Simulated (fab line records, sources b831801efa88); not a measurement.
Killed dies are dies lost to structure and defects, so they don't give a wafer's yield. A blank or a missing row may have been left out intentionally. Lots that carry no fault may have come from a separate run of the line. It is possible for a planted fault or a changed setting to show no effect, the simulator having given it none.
Which tool was responsible? / flow gf180mcu / 12 lots with 35 wafers sampled at 4 steps, on a route of 602 steps

WHAT THE GAUGES SHOWED, per wafer
GF_V1_THK_MEAS_01.
lot=L839; measured=day 17 03:53; on=film-metro-01; V1_CVD_00_THK (nm)=599 599 601
lot=L841; measured=day 17 17:11; on=film-metro-01; V1_CVD_00_THK (nm)=604 605 604
lot=L842; measured=day 18 05:38; on=film-metro-03; V1_CVD_00_THK (nm)=598 599 602
lot=L843; measured=day 18 15:21; on=film-metro-01; V1_CVD_00_THK (nm)=593 593 593
lot=L844; measured=day 19 01:14; on=film-metro-03; V1_CVD_00_THK (nm)=585 596 589
lot=L847; measured=day 20 04:14; on=film-metro-03; V1_CVD_00_THK (nm)=591 591 593
lot=L848; measured=day 20 05:37; on=film-metro-01; V1_CVD_00_THK (nm)=596 598 592
lot=L849; measured=day 20 20:33; on=film-metro-04; V1_CVD_00_THK (nm)=603 602 597
lot=L850; measured=day 20 23:20; on=film-metro-01; V1_CVD_00_THK (nm)=606 599 603
lot=L851; measured=day 21 13:08; on=film-metro-03; V1_CVD_00_THK (nm)=605 606 602
lot=L859; measured=day 24 12:52; on=film-metro-03; V1_CVD_00_THK (nm)=593 602
lot=L862; measured=day 25 12:48; on=film-metro-04; V1_CVD_00_THK (nm)=608 612 618

GF_M2_RS_MEAS_05: the measuring method here is four-point-probe.
lot=L839; measured=day 18 05:22; on=film-metro-02; M2_ALCU_RS (ohm/sq)=0.0702 0.0709 0.0703
lot=L841; measured=day 18 17:37; on=film-metro-04; M2_ALCU_RS (ohm/sq)=0.0687 0.0689 0.0680
lot=L842; measured=day 19 07:46; on=film-metro-03; M2_ALCU_RS (ohm/sq)=0.0691 0.0705 0.0708
lot=L843; measured=day 19 18:16; on=film-metro-04; M2_ALCU_RS (ohm/sq)=0.0686 0.0688 0.0685
lot=L844; measured=day 20 03:31; on=film-metro-04; M2_ALCU_RS (ohm/sq)=0.0700 0.0701 0.0697
lot=L847; measured=day 21 06:34; on=film-metro-04; M2_ALCU_RS (ohm/sq)=0.0692 0.0689 0.0688
lot=L848; measured=day 21 08:26; on=film-metro-02; M2_ALCU_RS (ohm/sq)=0.0694 0.0698 0.0696
lot=L849; measured=day 21 22:44; on=film-metro-03; M2_ALCU_RS (ohm/sq)=0.0691 0.0689 0.0695
lot=L850; measured=day 22 01:13; on=film-metro-03; M2_ALCU_RS (ohm/sq)=0.0703 0.0704 0.0710
lot=L851; measured=day 22 14:55; on=film-metro-02; M2_ALCU_RS (ohm/sq)=0.0690 0.0701 0.0685
lot=L859; measured=day 25 12:22; on=film-metro-04; M2_ALCU_RS (ohm/sq)=0.0689
lot=L862; measured=day 26 12:34; on=film-metro-03; M2_ALCU_RS (ohm/sq)=0.0703 0.0696 0.0696

EACH LOT AND THE TOOL THAT RAN IT (in order: tool; ch and the chambers of the sampled wafers; start)
lot=L839; GF_M1_STRIP_17=plasma-asher-01 ch 0,1, day 17 03:16; GF_V1_CMP_26=cmp-02 ch 0,3, day 18 04:48
lot=L841; GF_M1_STRIP_17=plasma-asher-02 ch 0,1, day 17 16:34; GF_V1_CMP_26=cmp-01 ch 0,1, day 18 17:04
lot=L842; GF_M1_STRIP_17=plasma-asher-04 ch 0,1, day 18 04:56; GF_V1_CMP_26=cmp-01 ch 0,1,3, day 19 07:19
lot=L843; GF_M1_STRIP_17=plasma-asher-04 ch 0,1, day 18 14:45; GF_V1_CMP_26=cmp-02 ch 1,3, day 19 17:48
lot=L844; GF_M1_STRIP_17=plasma-asher-02 ch 0,1, day 19 00:38; GF_V1_CMP_26=cmp-02 ch 0,1,2, day 20 03:00
lot=L847; GF_M1_STRIP_17=plasma-asher-02 ch 0,1, day 20 03:38; GF_V1_CMP_26=cmp-02 ch 0,2, day 21 06:01
lot=L848; GF_M1_STRIP_17=plasma-asher-02 ch 0,1, day 20 05:00; GF_V1_CMP_26=cmp-02 ch 0,2,3, day 21 07:57
lot=L849; GF_M1_STRIP_17=plasma-asher-04 ch 0,1, day 20 19:56; GF_V1_CMP_26=cmp-02 ch 1,2,3, day 21 22:13
lot=L850; GF_M1_STRIP_17=plasma-asher-04 ch 0,1, day 20 22:43; GF_V1_CMP_26=cmp-01 ch 0,1, day 22 00:42
lot=L851; GF_M1_STRIP_17=plasma-asher-02 ch 0,1, day 21 12:32; GF_V1_CMP_26=cmp-02 ch 0,1,3, day 22 14:24
lot=L859; GF_M1_STRIP_17=plasma-asher-01 ch 0,1, day 24 12:16; GF_V1_CMP_26=cmp-02 ch 1,3, day 25 11:56
lot=L862; GF_M1_STRIP_17=plasma-asher-04 ch 0,1, day 25 12:07; GF_V1_CMP_26=cmp-01 ch 0,3, day 26 12:03
- GF_M1_STRIP_17: strips in O2/N2.
- GF_V1_CMP_26: polishes, stops on SiO2, t overpolish 15 s, target thk 0 nm.

WHAT THE TOOLS THEMSELVES READ (means of the sampled wafers that have a number; where no wafer has one, the mark that the record gives instead)
GF_M1_STRIP_17.
lot=L839; tool=plasma-asher-01; drypump-motor-current-A (A)=6.1; heater-power-w (W)=338; o2-flow-sccm (sccm)=3007; oes-product-au (a.u.)=0.539; strip-time-to-endpoint-s (s)=7.44
lot=L841; tool=plasma-asher-02; drypump-motor-current-A (A)=6.4; heater-power-w (W)=343; o2-flow-sccm (sccm)=2995; oes-product-au (a.u.)=0.536; strip-time-to-endpoint-s (s)=7.42
lot=L842; tool=plasma-asher-04; drypump-motor-current-A (A)=5.7; heater-power-w (W)=338; o2-flow-sccm (sccm)=3002; oes-product-au (a.u.)=0.539; strip-time-to-endpoint-s (s)=7.39
lot=L843; tool=plasma-asher-04; drypump-motor-current-A (A)=6.0; heater-power-w (W)=349; o2-flow-sccm (sccm)=3007; oes-product-au (a.u.)=0.540; strip-time-to-endpoint-s (s)=7.39
lot=L844; tool=plasma-asher-02; drypump-motor-current-A (A)=6.4; heater-power-w (W)=346; o2-flow-sccm (sccm)=3004; oes-product-au (a.u.)=0.540; strip-time-to-endpoint-s (s)=7.41
lot=L847; tool=plasma-asher-02; drypump-motor-current-A (A)=6.6; heater-power-w (W)=331; o2-flow-sccm (sccm)=3007; oes-product-au (a.u.)=0.540; strip-time-to-endpoint-s (s)=7.40
lot=L848; tool=plasma-asher-02; drypump-motor-current-A (A)=6.4; heater-power-w (W)=340; o2-flow-sccm (sccm)=2994; oes-product-au (a.u.)=0.538; strip-time-to-endpoint-s (s)=7.40
lot=L849; tool=plasma-asher-04; drypump-motor-current-A (A)=6.0; heater-power-w (W)=352; o2-flow-sccm (sccm)=3003; oes-product-au (a.u.)=0.534; strip-time-to-endpoint-s (s)=7.39
lot=L850; tool=plasma-asher-04; drypump-motor-current-A (A)=6.0; heater-power-w (W)=355; o2-flow-sccm (sccm)=3000; oes-product-au (a.u.)=0.541; strip-time-to-endpoint-s (s)=7.44
lot=L851; tool=plasma-asher-02; drypump-motor-current-A (A)=6.4; heater-power-w (W)=341; o2-flow-sccm (sccm)=2992; oes-product-au (a.u.)=0.541; strip-time-to-endpoint-s (s)=7.40
lot=L859; tool=plasma-asher-01; drypump-motor-current-A (A)=6.0; heater-power-w (W)=325; o2-flow-sccm (sccm)=3010; oes-product-au (a.u.)=0.542; strip-time-to-endpoint-s (s)=7.38
lot=L862; tool=plasma-asher-04; drypump-motor-current-A (A)=5.8; heater-power-w (W)=343; o2-flow-sccm (sccm)=2996; oes-product-au (a.u.)=0.533; strip-time-to-endpoint-s (s)=7.37

GF_V1_CMP_26.
lot=L839; tool=cmp-02; motor-current-A (A)=10.7; overpolish-run-s (s)=14.996; retaining-ring-pressure-frac=0.997; slurry-flow-ml-min=150.4; time-to-endpoint-s (s)=80
lot=L841; tool=cmp-01; motor-current-A (A)=12.9; overpolish-run-s (s)=15.000; retaining-ring-pressure-frac=0.999; slurry-flow-ml-min=149.8; time-to-endpoint-s (s)=80
lot=L842; tool=cmp-01; motor-current-A (A)=12.6; overpolish-run-s (s)=15.000; retaining-ring-pressure-frac=0.996; slurry-flow-ml-min=149.5; time-to-endpoint-s (s)=83
lot=L843; tool=cmp-02; motor-current-A (A)=9.3; overpolish-run-s (s)=15.004; retaining-ring-pressure-frac=0.998; slurry-flow-ml-min=150.2; time-to-endpoint-s (s)=83
lot=L844; tool=cmp-02; motor-current-A (A)=10.4; overpolish-run-s (s)=15.000; retaining-ring-pressure-frac=0.996; slurry-flow-ml-min=149.9; time-to-endpoint-s (s)=84
lot=L847; tool=cmp-02; motor-current-A (A)=12.2; overpolish-run-s (s)=14.996; retaining-ring-pressure-frac=0.998; slurry-flow-ml-min=149.5; time-to-endpoint-s (s)=87
lot=L848; tool=cmp-02; motor-current-A (A)=11.1; overpolish-run-s (s)=15.001; retaining-ring-pressure-frac=0.998; slurry-flow-ml-min=150.2; time-to-endpoint-s (s)=87
lot=L849; tool=cmp-02; motor-current-A (A)=10.7; overpolish-run-s (s)=14.997; retaining-ring-pressure-frac=1.003; slurry-flow-ml-min=150.4; time-to-endpoint-s (s)=84
lot=L850; tool=cmp-01; motor-current-A (A)=13.1; overpolish-run-s (s)=14.992; retaining-ring-pressure-frac=1.004; slurry-flow-ml-min=149.7; time-to-endpoint-s (s)=86
lot=L851; tool=cmp-02; motor-current-A (A)=9.8; overpolish-run-s (s)=15.001; retaining-ring-pressure-frac=0.998; slurry-flow-ml-min=149.9; time-to-endpoint-s (s)=78
lot=L859; tool=cmp-02; motor-current-A (A)=9.7; overpolish-run-s (s)=7.521; retaining-ring-pressure-frac=0.994; slurry-flow-ml-min=149.8; time-to-endpoint-s (s)=105
lot=L862; tool=cmp-01; motor-current-A (A)=12.1; overpolish-run-s (s)=15.001; retaining-ring-pressure-frac=0.997; slurry-flow-ml-min=150.2; time-to-endpoint-s (s)=80

THE ANSWER, worked out from the rows above alone
Rule: the lots themselves supply what counts as usual. The widest of any qualifying gaps counts: lots, ordered by their means at a reading, are off when they make up no more than a third of the lots, leave a main group of 4 or more, and stand apart from it by 3 or more times the standard deviation of that group's means. The tables above print the reading to a certain number of digits; a main group whose means all agree to those digits is not used. A lot without any number at a reading at which 4 lots or more have one is off too. All remaining lots with rows at the step are treated as sound. Order of review: gauges by route order, followed by the tools' own readings, for which a lot's mean as printed above is used. At the first step where some lot is off, the reading lying furthest off is the one used; lots without a number count as furthest.
Off: L859 (GF_V1_CMP_26, overpolish-run-s). For the main group the mean is 14.999 s and the standard deviation 0.0032.
If a tool, at that step or one of the process steps before it, ran each lot that is off and ran no sound lot following the first of them, it fits. 2 tools fit, plasma-asher-01 at GF_M1_STRIP_17 and cmp-02 at GF_V1_CMP_26, so this cannot tell which one it is.

WHAT THE SIMULATOR HAD INSERTED
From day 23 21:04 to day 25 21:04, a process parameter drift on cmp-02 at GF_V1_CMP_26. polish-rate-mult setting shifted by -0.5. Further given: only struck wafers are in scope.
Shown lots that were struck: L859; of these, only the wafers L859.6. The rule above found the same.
